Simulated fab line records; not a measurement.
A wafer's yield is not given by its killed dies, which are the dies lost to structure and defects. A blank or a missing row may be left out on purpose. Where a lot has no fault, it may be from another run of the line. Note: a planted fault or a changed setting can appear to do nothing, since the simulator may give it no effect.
Matching of chambers -- flow gf180mcu -- cmp-01 running GF_V3_CMP_26: 4 sister chambers
The step polishes, stops on SiO2, t overpolish 15 s, target thk 0 nm. 4 wafers are shown with their chamber, then 8 later ones without.

WAFERS WITH THEIR CHAMBER
wafer,chamber,motor-current-A (A)
L866.3,0,11.9
L877.2,1,11.9
L877.6,3,13.0
L878.2,2,10.1

WAFERS WITH NO CHAMBER GIVEN
wafer,motor-current-A (A)
L878.3,12.2
L878.4,12.9
L883.1,11.2
L883.5,12.3
L883.6,10.2
L884.1,13.1
L884.3,12.0
L884.4,11.9

THE CHAMBER EACH PASSED THROUGH
wafer,from the rows above,in truth
L878.3,can't be placed: 0 or 1 or 3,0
L878.4,3,3
L883.1,can't be placed: 0 or 1 or 2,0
L883.5,can't be placed: 0 or 1 or 3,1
L883.6,2,2
L884.1,3,3
L884.3,can't be placed: 0 or 1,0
L884.4,can't be placed: 0 or 1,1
Correctly placed: 3 of 8. From these rows, 5 cannot be placed; in 5 the true chamber is one of the candidates. Wrongly placed: 0.
How it was worked out, from the rows above alone: a wafer's distance from a chamber is the root of the sum, over the readings, of the square of ((its reading less the chamber's mean) divided by the reading's scatter). The wafer belongs to the nearest chamber; if the next one is less than 2 further off, it can't be placed. A chamber's mean is the mean of its shown wafers. The scatter (one wafer shown for each chamber): square how far every hidden wafer sits from the nearest shown wafer, average those squares and take the square root.
